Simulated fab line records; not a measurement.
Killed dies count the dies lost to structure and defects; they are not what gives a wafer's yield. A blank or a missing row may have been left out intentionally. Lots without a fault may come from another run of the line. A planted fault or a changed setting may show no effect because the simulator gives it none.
fab line records | flow sky130
record lots=24 | wafers=72 | lastDay=50
route steps=708 shown VT_ADJUST_HVTR@138 SONOS_ONO@182 POLY_GATE@205 LOCAL_INTERCONNECT@398 CONTACT@406
lots that met no fault: from a run of the same line without faults
startH: hours from the record's first day to the start of the lot's first wafer shown | waitH: hours since the lot's step before | " repeats the value in the row above | L1.1+2: several wafers, shown together as one row | - no value, or no start was given | * or withheld: withheld | < > ~ a bound
route shown NAME@n: names a module that has steps shown in the file, with the first one's number in the route | usual: average and standard deviation across the fault-free wafers | same: alike in all rows | chamber/n: place in a boat | sites: the reading at each site | _std_site: their standard deviation | _edge_site: outer sites' mean less inner sites' | radiusMm: for every site, how far away it sits from the centre of the wafer | mask NAME#n: copy n | behind: the tool/chamber that last shaped the wafer | hold: what put the lot on hold/how long, in hours/how the hold closed | device: the n, p or np transistor that did not switch | end of line: the route-end tests of the same wafers | a step with no rows: only its recipe | killed: dies that structure and defects cost at the first sort, which is not the same as the wafer's yield | map: per-die view of a wafer (x killed, . not killed, _ where there is no die)
set.NAME: the run value of the setting; set.NAME@STEP: its run value at that earlier step | model.NAME: the simulator's own value behind a step, which no gauge read
the route's steps for a sample of lots (tables are steps, rows are wafers)
services: from which hour (startH, from the record's first day; less than 0 if before it) a tool's chamber was out of use, for how many hours, and why
## steps
# step SKY_VT_ADJUST_HVTR_CD_MEAS_07
# recipe targetCdNm=380
# usual cdNm=380/3.1
lot.wafer | tool     | chamber | startH | waitH | cdNm
L074.2    | cdSem-01 | -       | 207.87 | 0.1   | 379
L074.3    | "        | -       | "      | "     | 376
L074.4    | "        | -       | "      | "     | 378
L075.4    | cdSem-02 | -       | 211.96 | 0.1   | 377
L075.5    | "        | -       | "      | "     | 378
L075.6    | "        | -       | "      | "     | 378
L076.1    | cdSem-01 | -       | 222.78 | 0.1   | 375
L076.2    | "        | -       | "      | "     | 378
L076.6    | "        | -       | "      | "     | 379
L077.1    | cdSem-01 | -       | 232.36 | 0.1   | 378
L077.4    | "        | -       | "      | "     | 377
L077.6    | "        | -       | "      | "     | 378
L078.3    | cdSem-02 | -       | 237.80 | 0.1   | 384
L078.5    | "        | -       | "      | "     | 380
L078.6    | "        | -       | "      | "     | 381
L079.1    | cdSem-02 | -       | 242.28 | 0.1   | 378
L079.4    | "        | -       | "      | "     | 379
L079.6    | "        | -       | "      | "     | 380
L080.1    | cdSem-02 | -       | 251.10 | 0.1   | 376
L080.2    | "        | -       | "      | "     | 376
L080.6    | "        | -       | "      | "     | 380
L081.1    | cdSem-02 | -       | 262.35 | 0.1   | 379
L081.2    | "        | -       | "      | "     | 381
L081.4    | "        | -       | "      | "     | 375
L082.2    | cdSem-01 | -       | 266.57 | 0.1   | 380
L082.3    | "        | -       | "      | "     | 383
L082.6    | "        | -       | "      | "     | 383
L083.1    | cdSem-01 | -       | 269.53 | 0.1   | 375
L083.3    | "        | -       | "      | "     | 377
L083.5    | "        | -       | "      | "     | 375
L084.1    | cdSem-02 | -       | 278.16 | 0.1   | 383
L084.3    | "        | -       | "      | "     | 379
L084.5    | "        | -       | "      | "     | 376
L085.1    | cdSem-02 | -       | 291.66 | 0.1   | 379
L085.4    | "        | -       | "      | "     | 377
L085.5    | "        | -       | "      | "     | 376
L086.1    | cdSem-01 | -       | 299.48 | 0.1   | 386
L086.4    | "        | -       | "      | "     | 387
L086.6    | "        | -       | "      | "     | 387
L087.4    | cdSem-01 | -       | 303.11 | 0.1   | 384
L087.5    | "        | -       | "      | "     | 384
L087.6    | "        | -       | "      | "     | 384
L088.1    | cdSem-01 | -       | 308.41 | 0.1   | 382
L088.2    | "        | -       | "      | "     | 382
L088.3    | "        | -       | "      | "     | 380
L089.2    | cdSem-02 | -       | 313.95 | 0.1   | 381
L089.3    | "        | -       | "      | "     | 380
L089.4    | "        | -       | "      | "     | 380
L090.1    | cdSem-02 | -       | 320.65 | 0.1   | 376
L090.5    | "        | -       | "      | "     | 375
L090.6    | "        | -       | "      | "     | 377
L091.2    | cdSem-02 | -       | 330.45 | 0.1   | 376
L091.4    | "        | -       | "      | "     | 380
L091.6    | "        | -       | "      | "     | 378
L092.4    | cdSem-02 | -       | 340.27 | 0.1   | 377
L092.5    | "        | -       | "      | "     | 376
L092.6    | "        | -       | "      | "     | 377
L093.2    | cdSem-02 | -       | 346.82 | 0.1   | 383
L093.3    | "        | -       | "      | "     | 383
L093.4    | "        | -       | "      | "     | 384
L094.3    | cdSem-02 | -       | 355.09 | 0.1   | 384
L094.4    | "        | -       | "      | "     | 383
L094.5    | "        | -       | "      | "     | 383
L095.2    | cdSem-02 | -       | 361.18 | 0.1   | 382
L095.5    | "        | -       | "      | "     | 381
L095.6    | "        | -       | "      | "     | 379
L096.2    | cdSem-02 | -       | 368.78 | 0.1   | 381
L096.3    | "        | -       | "      | "     | 382
L096.4    | "        | -       | "      | "     | 381
L097.1    | cdSem-02 | -       | 372.03 | 0.1   | 379
L097.2    | "        | -       | "      | "     | 378
L097.6    | "        | -       | "      | "     | 382
# step SKY_VT_ADJUST_HVTR_TW_MEAS_11
# usual VT_ADJUST_HVTR_TW=212.8/1.2
lot.wafer | tool         | chamber | startH | waitH | VT_ADJUST_HVTR_TW
L074.2    | filmMetro-04 | -       | 208.27 | 0.1   | 214.3
L074.3    | "            | -       | "      | "     | 215.8
L074.4    | "            | -       | "      | "     | 214.2
L075.4    | filmMetro-04 | -       | 212.34 | 0.1   | 214.3
L075.5    | "            | -       | "      | "     | 213.6
L075.6    | "            | -       | "      | "     | 213.9
L076.1    | filmMetro-04 | -       | 223.19 | 0.1   | 213.7
L076.2    | "            | -       | "      | "     | 214.1
L076.6    | "            | -       | "      | "     | 214.5
L077.1    | filmMetro-01 | -       | 232.77 | 0.1   | 212.9
L077.4    | "            | -       | "      | "     | 212.2
L077.6    | "            | -       | "      | "     | 213.5
L078.3    | filmMetro-01 | -       | 238.18 | 0.1   | 212.7
L078.5    | "            | -       | "      | "     | 215.0
L078.6    | "            | -       | "      | "     | 213.7
L079.1    | filmMetro-01 | -       | 242.69 | 0.1   | 213.4
L079.4    | "            | -       | "      | "     | 211.7
L079.6    | "            | -       | "      | "     | 211.8
L080.1    | filmMetro-04 | -       | 251.51 | 0.1   | 212.0
L080.2    | "            | -       | "      | "     | 214.0
L080.6    | "            | -       | "      | "     | 213.7
L081.1    | filmMetro-02 | -       | 262.76 | 0.1   | 210.0
L081.2    | "            | -       | "      | "     | 211.6
L081.4    | "            | -       | "      | "     | 211.3
L082.2    | filmMetro-04 | -       | 266.97 | 0.1   | 213.6
L082.3    | "            | -       | "      | "     | 213.3
L082.6    | "            | -       | "      | "     | 213.4
L083.1    | filmMetro-01 | -       | 269.94 | 0.1   | 213.6
L083.3    | "            | -       | "      | "     | 213.3
L083.5    | "            | -       | "      | "     | 214.8
L084.1    | filmMetro-02 | -       | 278.56 | 0.1   | 212.5
L084.3    | "            | -       | "      | "     | 212.3
L084.5    | "            | -       | "      | "     | 212.4
L085.1    | filmMetro-02 | -       | 292.06 | 0.1   | 212.0
L085.4    | "            | -       | "      | "     | 212.3
L085.5    | "            | -       | "      | "     | 212.3
L086.1    | filmMetro-01 | -       | 299.89 | 0.1   | 213.1
L086.4    | "            | -       | "      | "     | 213.5
L086.6    | "            | -       | "      | "     | 213.5
L087.4    | filmMetro-04 | -       | 303.49 | 0.1   | 212.6
L087.5    | "            | -       | "      | "     | 213.6
L087.6    | "            | -       | "      | "     | 212.8
L088.1    | filmMetro-01 | -       | 308.81 | 0.1   | 211.6
L088.2    | "            | -       | "      | "     | 212.6
L088.3    | "            | -       | "      | "     | 213.3
L089.2    | filmMetro-04 | -       | 314.34 | 0.1   | 214.1
L089.3    | "            | -       | "      | "     | 214.9
L089.4    | "            | -       | "      | "     | 212.9
L090.1    | filmMetro-01 | -       | 321.06 | 0.1   | 212.0
L090.5    | "            | -       | "      | "     | 212.0
L090.6    | "            | -       | "      | "     | 210.8
L091.2    | filmMetro-04 | -       | 330.85 | 0.1   | 212.5
L091.4    | "            | -       | "      | "     | 213.0
L091.6    | "            | -       | "      | "     | 213.6
L092.4    | filmMetro-02 | -       | 340.64 | 0.1   | 211.2
L092.5    | "            | -       | "      | "     | 212.1
L092.6    | "            | -       | "      | "     | 211.0
L093.2    | filmMetro-04 | -       | 347.21 | 0.1   | 211.3
L093.3    | "            | -       | "      | "     | 211.6
L093.4    | "            | -       | "      | "     | 212.5
L094.3    | filmMetro-04 | -       | 355.47 | 0.1   | 213.7
L094.4    | "            | -       | "      | "     | 211.8
L094.5    | "            | -       | "      | "     | 211.7
L095.2    | filmMetro-02 | -       | 361.57 | 0.1   | 211.0
L095.5    | "            | -       | "      | "     | 211.9
L095.6    | "            | -       | "      | "     | 211.6
L096.2    | filmMetro-04 | -       | 369.17 | 0.1   | 214.9
L096.3    | "            | -       | "      | "     | 212.1
L096.4    | "            | -       | "      | "     | 212.0
L097.1    | filmMetro-02 | -       | 372.44 | 0.1   | 211.2
L097.2    | "            | -       | "      | "     | 210.6
L097.6    | "            | -       | "      | "     | 210.6
# step SKY_SONOS_ONO_OVL_MEAS_14
# usual SONOS_ONO_OVL=-0.1/1.7
lot.wafer | tool       | chamber | startH | waitH | SONOS_ONO_OVL[nm]
L074.2    | overlay-02 | -       | 284.53 | 0.1   | -0.6
L074.3    | "          | -       | "      | "     | -3.3
L074.4    | "          | -       | "      | "     | -1.1
L075.4    | overlay-02 | -       | 287.89 | 0.1   | -1.2
L075.5    | "          | -       | "      | "     | -1.0
L075.6    | "          | -       | "      | "     | -2.3
L076.1    | overlay-02 | -       | 297.83 | 0.1   | -0.6
L076.2    | "          | -       | "      | "     | 0.9
L076.6    | "          | -       | "      | "     | -2.0
L077.1    | overlay-02 | -       | 311.97 | 0.1   | -0.6
L077.4    | "          | -       | "      | "     | 0.3
L077.6    | "          | -       | "      | "     | -1.4
L078.3    | overlay-01 | -       | 317.75 | 0.1   | -1.4
L078.5    | "          | -       | "      | "     | -0.4
L078.6    | "          | -       | "      | "     | 0.0
L079.1    | overlay-02 | -       | 321.98 | 0.1   | -0.1
L079.4    | "          | -       | "      | "     | 1.2
L079.6    | "          | -       | "      | "     | 0.5
L080.1    | overlay-02 | -       | 331.22 | 0.1   | 0.6
L080.2    | "          | -       | "      | "     | -2.3
L080.6    | "          | -       | "      | "     | -3.2
L081.1    | overlay-02 | -       | 344.97 | 0.1   | -0.7
L081.2    | "          | -       | "      | "     | 0.4
L081.4    | "          | -       | "      | "     | -0.2
L082.2    | overlay-01 | -       | 351.43 | 0.1   | 1.7
L082.3    | "          | -       | "      | "     | 1.6
L082.6    | "          | -       | "      | "     | 0.7
L083.1    | overlay-01 | -       | 354.39 | 0.1   | 0.2
L083.3    | "          | -       | "      | "     | 1.1
L083.5    | "          | -       | "      | "     | -1.8
L084.1    | overlay-02 | -       | 362.53 | 0.1   | 1.0
L084.3    | "          | -       | "      | "     | 3.5
L084.5    | "          | -       | "      | "     | 2.5
L085.1    | overlay-02 | -       | 378.83 | 0.1   | -1.5
L085.4    | "          | -       | "      | "     | 1.2
L085.5    | "          | -       | "      | "     | -1.9
L086.1    | overlay-01 | -       | 387.18 | 0.1   | 1.5
L086.4    | "          | -       | "      | "     | 1.8
L086.6    | "          | -       | "      | "     | 1.0
L087.4    | overlay-02 | -       | 393.15 | 0.1   | -0.9
L087.5    | "          | -       | "      | "     | -1.3
L087.6    | "          | -       | "      | "     | 1.3
L088.1    | overlay-01 | -       | 397.08 | 0.1   | 1.4
L088.2    | "          | -       | "      | "     | -0.3
L088.3    | "          | -       | "      | "     | 0.6
L089.2    | overlay-02 | -       | 401.08 | 0.1   | -2.0
L089.3    | "          | -       | "      | "     | -3.4
L089.4    | "          | -       | "      | "     | -2.6
L090.1    | overlay-01 | -       | 410.08 | 0.1   | -0.1
L090.5    | "          | -       | "      | "     | -0.4
L090.6    | "          | -       | "      | "     | 1.1
L091.2    | overlay-02 | -       | 426.38 | 0.1   | -1.3
L091.4    | "          | -       | "      | "     | -2.3
L091.6    | "          | -       | "      | "     | -1.3
L092.4    | overlay-01 | -       | 434.84 | 0.1   | 2.0
L092.5    | "          | -       | "      | "     | 1.9
L092.6    | "          | -       | "      | "     | 1.2
L093.2    | overlay-02 | -       | 439.15 | 0.1   | 0.8
L093.3    | "          | -       | "      | "     | 0.9
L093.4    | "          | -       | "      | "     | 3.1
L094.3    | overlay-01 | -       | 447.58 | 0.1   | 2.7
L094.4    | "          | -       | "      | "     | 0.7
L094.5    | "          | -       | "      | "     | 2.0
L095.2    | overlay-02 | -       | 455.99 | 0.1   | -2.3
L095.5    | "          | -       | "      | "     | -2.9
L095.6    | "          | -       | "      | "     | -4.6
L096.2    | overlay-01 | -       | 467.03 | 0.1   | 3.0
L096.3    | "          | -       | "      | "     | 2.1
L096.4    | "          | -       | "      | "     | 2.3
L097.1    | overlay-01 | -       | 471.73 | 0.1   | 0.4
L097.2    | "          | -       | "      | "     | 1.7
L097.6    | "          | -       | "      | "     | 1.4
# step SKY_POLY_GATE_THK_MEAS_01
# recipe reads=poly-Si_of_POLY_GATE_CVD_00
# usual POLY_GATE_CVD_00_THK=180.0/1.6
lot.wafer | tool         | chamber | startH | waitH | POLY_GATE_CVD_00_THK[nm]
L074.2    | filmMetro-03 | -       | 314.85 | 0.0   | 179.5
L074.3    | "            | -       | "      | "     | 179.8
L074.4    | "            | -       | "      | "     | 179.4
L075.4    | filmMetro-02 | -       | 319.15 | 0.0   | 181.0
L075.5    | "            | -       | "      | "     | 180.1
L075.6    | "            | -       | "      | "     | 181.1
L076.1    | filmMetro-03 | -       | 327.83 | 0.0   | 177.4
L076.2    | "            | -       | "      | "     | 177.4
L076.6    | "            | -       | "      | "     | 178.1
L077.1    | filmMetro-02 | -       | 344.65 | 0.0   | 181.6
L077.4    | "            | -       | "      | "     | 179.5
L077.6    | "            | -       | "      | "     | 180.6
L078.3    | filmMetro-01 | -       | 353.13 | 0.0   | 179.8
L078.5    | "            | -       | "      | "     | 179.4
L078.6    | "            | -       | "      | "     | 180.5
L079.1    | filmMetro-02 | -       | 356.14 | 0.0   | 179.2
L079.4    | "            | -       | "      | "     | 179.0
L079.6    | "            | -       | "      | "     | 176.8
L080.1    | filmMetro-02 | -       | 365.75 | 0.0   | 179.9
L080.2    | "            | -       | "      | "     | 181.1
L080.6    | "            | -       | "      | "     | 180.9
L081.1    | filmMetro-02 | -       | 380.86 | 0.0   | 181.6
L081.2    | "            | -       | "      | "     | 182.3
L081.4    | "            | -       | "      | "     | 181.6
L082.2    | filmMetro-02 | -       | 387.72 | 0.0   | 179.3
L082.3    | "            | -       | "      | "     | 181.4
L082.6    | "            | -       | "      | "     | 180.0
L083.1    | filmMetro-03 | -       | 391.82 | 0.0   | 181.7
L083.3    | "            | -       | "      | "     | 182.4
L083.5    | "            | -       | "      | "     | 182.2
L084.1    | filmMetro-01 | -       | 399.19 | 0.0   | 183.2
L084.3    | "            | -       | "      | "     | 182.4
L084.5    | "            | -       | "      | "     | 181.4
L085.1    | filmMetro-01 | -       | 415.58 | 0.0   | 179.8
L085.4    | "            | -       | "      | "     | 179.7
L085.5    | "            | -       | "      | "     | 181.3
L086.1    | filmMetro-02 | -       | 424.50 | 0.0   | 179.6
L086.4    | "            | -       | "      | "     | 178.5
L086.6    | "            | -       | "      | "     | 179.5
L087.4    | filmMetro-02 | -       | 429.39 | 0.0   | 182.5
L087.5    | "            | -       | "      | "     | 181.3
L087.6    | "            | -       | "      | "     | 182.3
L088.1    | filmMetro-02 | -       | 438.47 | 0.0   | 180.2
L088.2    | "            | -       | "      | "     | 179.6
L088.3    | "            | -       | "      | "     | 179.6
L089.2    | filmMetro-03 | -       | 438.48 | 0.0   | 177.9
L089.3    | "            | -       | "      | "     | 178.6
L089.4    | "            | -       | "      | "     | 179.0
L090.1    | filmMetro-02 | -       | 446.37 | 0.0   | 178.7
L090.5    | "            | -       | "      | "     | 177.3
L090.6    | "            | -       | "      | "     | 179.0
L091.2    | filmMetro-03 | -       | 465.35 | 0.0   | 179.5
L091.4    | "            | -       | "      | "     | 179.4
L091.6    | "            | -       | "      | "     | 178.8
L092.4    | filmMetro-02 | -       | 475.27 | 0.0   | 181.1
L092.5    | "            | -       | "      | "     | 180.5
L092.6    | "            | -       | "      | "     | 182.5
L093.2    | filmMetro-02 | -       | 476.92 | 0.0   | 177.3
L093.3    | "            | -       | "      | "     | 175.0
L093.4    | "            | -       | "      | "     | 177.5
L094.3    | filmMetro-02 | -       | 484.73 | 0.0   | 181.3
L094.4    | "            | -       | "      | "     | 181.6
L094.5    | "            | -       | "      | "     | 180.7
L095.2    | filmMetro-03 | -       | 491.87 | 0.0   | 179.8
L095.5    | "            | -       | "      | "     | 179.6
L095.6    | "            | -       | "      | "     | 180.1
L096.2    | filmMetro-01 | -       | 503.44 | 0.0   | 177.8
L096.3    | "            | -       | "      | "     | 177.7
L096.4    | "            | -       | "      | "     | 176.1
L097.1    | filmMetro-03 | -       | 508.80 | 0.0   | 181.0
L097.2    | "            | -       | "      | "     | 180.1
L097.6    | "            | -       | "      | "     | 180.2
# step SKY_LOCAL_INTERCONNECT_CD_MEAS_11
# recipe targetCdNm=170
# usual cdNm=169.5/1.4
lot.wafer | tool     | chamber | startH | waitH | cdNm
L074.2    | cdSem-02 | -       | 712.33 | -     | 169.7
L074.3    | "        | -       | "      | "     | 169.1
L074.4    | "        | -       | "      | "     | 168.8
L075.4    | cdSem-01 | -       | 716.97 | -     | 171.7
L075.5    | "        | -       | "      | "     | 171.1
L075.6    | "        | -       | "      | "     | 170.3
L076.1    | cdSem-02 | -       | 729.56 | -     | 170.1
L076.2    | "        | -       | "      | "     | 170.9
L076.6    | "        | -       | "      | "     | 170.8
L077.1    | cdSem-01 | -       | 745.93 | -     | 171.9
L077.4    | "        | -       | "      | "     | 170.6
L077.6    | "        | -       | "      | "     | 170.4
L078.3    | cdSem-01 | -       | 755.87 | -     | 172.6
L078.5    | "        | -       | "      | "     | 172.9
L078.6    | "        | -       | "      | "     | 172.7
L079.1    | cdSem-01 | -       | 760.48 | -     | 168.0
L079.4    | "        | -       | "      | "     | 168.0
L079.6    | "        | -       | "      | "     | 168.0
L080.1    | cdSem-01 | -       | 776.43 | -     | 170.9
L080.2    | "        | -       | "      | "     | 170.2
L080.6    | "        | -       | "      | "     | 171.3
L081.1    | cdSem-02 | -       | 784.03 | -     | 167.2
L081.2    | "        | -       | "      | "     | 167.9
L081.4    | "        | -       | "      | "     | 167.9
L082.2    | cdSem-01 | -       | 791.90 | -     | 170.8
L082.3    | "        | -       | "      | "     | 169.6
L082.6    | "        | -       | "      | "     | 168.8
L083.1    | cdSem-02 | -       | 796.26 | -     | 169.6
L083.3    | "        | -       | "      | "     | 169.8
L083.5    | "        | -       | "      | "     | 169.4
L084.1    | cdSem-01 | -       | 796.78 | -     | 168.3
L084.3    | "        | -       | "      | "     | 170.2
L084.5    | "        | -       | "      | "     | 169.5
L085.1    | cdSem-02 | -       | 811.25 | -     | 170.5
L085.4    | "        | -       | "      | "     | 169.6
L085.5    | "        | -       | "      | "     | 169.8
L086.1    | cdSem-01 | -       | 819.88 | -     | 170.5
L086.4    | "        | -       | "      | "     | 170.4
L086.6    | "        | -       | "      | "     | 169.9
L087.4    | cdSem-02 | -       | 823.99 | -     | 168.7
L087.5    | "        | -       | "      | "     | 168.1
L087.6    | "        | -       | "      | "     | 169.1
L089.2    | cdSem-02 | -       | 831.13 | -     | 170.1
L089.3    | "        | -       | "      | "     | 169.4
L089.4    | "        | -       | "      | "     | 170.2
L088.1    | cdSem-02 | -       | 832.66 | -     | 167.6
L088.2    | "        | -       | "      | "     | 167.6
L088.3    | "        | -       | "      | "     | 166.6
L090.1    | cdSem-02 | -       | 838.40 | -     | 168.7
L090.5    | "        | -       | "      | "     | 168.1
L090.6    | "        | -       | "      | "     | 168.8
L091.2    | cdSem-01 | -       | 854.10 | -     | 171.8
L091.4    | "        | -       | "      | "     | 172.7
L091.6    | "        | -       | "      | "     | 172.1
L092.4    | cdSem-01 | -       | 860.79 | -     | 169.2
L092.5    | "        | -       | "      | "     | 169.7
L092.6    | "        | -       | "      | "     | 167.7
L093.2    | cdSem-02 | -       | 863.50 | -     | 169.0
L093.3    | "        | -       | "      | "     | 167.7
L093.4    | "        | -       | "      | "     | 168.5
L094.3    | cdSem-01 | -       | 870.99 | -     | 169.9
L094.4    | "        | -       | "      | "     | 170.2
L094.5    | "        | -       | "      | "     | 169.4
L095.2    | cdSem-01 | -       | 877.43 | -     | 166.1
L095.5    | "        | -       | "      | "     | 166.8
L095.6    | "        | -       | "      | "     | 168.6
L096.2    | cdSem-01 | -       | 886.65 | -     | 167.1
L096.3    | "        | -       | "      | "     | 170.0
L096.4    | "        | -       | "      | "     | 168.0
L097.1    | cdSem-02 | -       | 891.05 | -     | 167.7
L097.2    | "        | -       | "      | "     | 168.5
L097.6    | "        | -       | "      | "     | 169.7
# step SKY_CONTACT_CVD_00
# recipe material=Si3N4 | targetThkNm=75 | tempC=400 | timeS=withheld | rfW=450
# usual heaterPowerW=813/99
lot.wafer | tool     | chamber | startH | waitH | heaterPowerW
L074.2    | pecvd-03 | 0       | 713.21 | 0.0   | 793
L074.3    | "        | 1       | "      | "     | 947
L074.4    | "        | 1       | "      | "     | 931
L075.4    | pecvd-01 | 0       | 717.79 | 0.0   | 839
L075.5    | "        | 1       | "      | "     | 750
L075.6    | "        | 2       | "      | "     | 734
L076.1    | pecvd-04 | 1       | 730.42 | 0.0   | 711
L076.2    | "        | 2       | "      | "     | 782
L076.6    | "        | 0       | "      | "     | 865
L077.1    | pecvd-04 | 2       | 746.81 | 0.0   | 934
L077.4    | "        | 0       | "      | "     | 909
L077.6    | "        | 1       | "      | "     | 647
L078.3    | pecvd-01 | 0       | 756.73 | 0.0   | 814
L078.5    | "        | 2       | "      | "     | 742
L078.6    | "        | 0       | "      | "     | 804
L079.1    | pecvd-01 | 2       | 761.34 | 0.0   | 746
L079.4    | "        | 1       | "      | "     | 675
L079.6    | "        | 2       | "      | "     | 754
L080.1    | pecvd-01 | 0       | 777.33 | 0.0   | 924
L080.2    | "        | 2       | "      | "     | 807
L080.6    | "        | 2       | "      | "     | 795
L081.1    | pecvd-03 | 0       | 784.94 | 0.0   | 676
L081.2    | "        | 2       | "      | "     | 974
L081.4    | "        | 2       | "      | "     | 1013
L082.2    | pecvd-04 | 2       | 792.76 | 0.0   | 939
L082.3    | "        | 0       | "      | "     | 923
L082.6    | "        | 1       | "      | "     | 703
L083.1    | pecvd-01 | 0       | 797.13 | 0.0   | 858
L083.3    | "        | 1       | "      | "     | 663
L083.5    | "        | 1       | "      | "     | 688
L084.1    | pecvd-04 | 1       | 797.65 | 0.0   | 755
L084.3    | "        | 2       | "      | "     | 884
L084.5    | "        | 0       | "      | "     | 958
L085.1    | pecvd-04 | 1       | 812.18 | 0.0   | 693
L085.4    | "        | 0       | "      | "     | 911
L085.5    | "        | 2       | "      | "     | 848
L086.1    | pecvd-01 | 2       | 820.79 | 0.0   | 699
L086.4    | "        | 0       | "      | "     | 844
L086.6    | "        | 1       | "      | "     | 654
L087.4    | pecvd-03 | 2       | 824.86 | 0.0   | 931
L087.5    | "        | 1       | "      | "     | 953
L087.6    | "        | 0       | "      | "     | 797
L089.2    | pecvd-04 | 2       | 832.01 | 0.0   | 927
L089.3    | "        | 0       | "      | "     | 869
L089.4    | "        | 1       | "      | "     | 663
L088.1    | pecvd-01 | 0       | 833.55 | 0.0   | 874
L088.2    | "        | 2       | "      | "     | 781
L088.3    | "        | 1       | "      | "     | 761
L090.1    | pecvd-03 | 0       | 839.42 | 0.0   | 661
L090.5    | "        | 2       | "      | "     | 931
L090.6    | "        | 0       | "      | "     | 671
L091.2    | pecvd-04 | 0       | 854.95 | 0.0   | 901
L091.4    | "        | 2       | "      | "     | 867
L091.6    | "        | 1       | "      | "     | 748
L092.4    | pecvd-04 | 2       | 861.63 | 0.0   | 873
L092.5    | "        | 0       | "      | "     | 916
L092.6    | "        | 1       | "      | "     | 710
L093.2    | pecvd-04 | 0       | 864.35 | 0.0   | 916
L093.3    | "        | 1       | "      | "     | 670
L093.4    | "        | 1       | "      | "     | 670
L094.3    | pecvd-03 | 0       | 871.81 | 0.0   | 753
L094.4    | "        | 0       | "      | "     | 759
L094.5    | "        | 1       | "      | "     | 942
L095.2    | pecvd-04 | 1       | 878.28 | 0.0   | 731
L095.5    | "        | 0       | "      | "     | 788
L095.6    | "        | 2       | "      | "     | 856
L096.2    | pecvd-01 | 2       | 887.61 | 0.0   | 806
L096.3    | "        | 0       | "      | "     | 809
L096.4    | "        | 0       | "      | "     | 794
L097.1    | pecvd-04 | 1       | 891.91 | 0.0   | 669
L097.2    | "        | 0       | "      | "     | 914
L097.6    | "        | 2       | "      | "     | 783
## services
tool     | chamber | startH | hours | kind
pecvd-03 | -       | 690.82 | 2.3   | repair
pecvd-04 | 2       | 700.26 | 5.0   | scheduledDown
pecvd-04 | -       | 706.04 | 14.6  | pm
pecvd-04 | 2       | 707.57 | 5.5   | scheduledDown
pecvd-03 | -       | 714.85 | 1.3   | repair
pecvd-04 | -       | 723.60 | 0.8   | pm
pecvd-04 | 0       | 747.95 | 4.6   | repair
pecvd-01 | 0       | 763.09 | 5.0   | scheduledDown
pecvd-04 | -       | 778.92 | 0.5   | repair
pecvd-04 | 0       | 780.40 | 5.5   | scheduledDown
pecvd-04 | -       | 800.11 | 6.0   | pm
pecvd-04 | 0       | 826.67 | 5.0   | scheduledDown
pecvd-03 | -       | 831.01 | 2.8   | pm
pecvd-01 | 2       | 853.49 | 14.7  | repair
pecvd-01 | -       | 853.52 | 28.1  | pm
## key
fault none
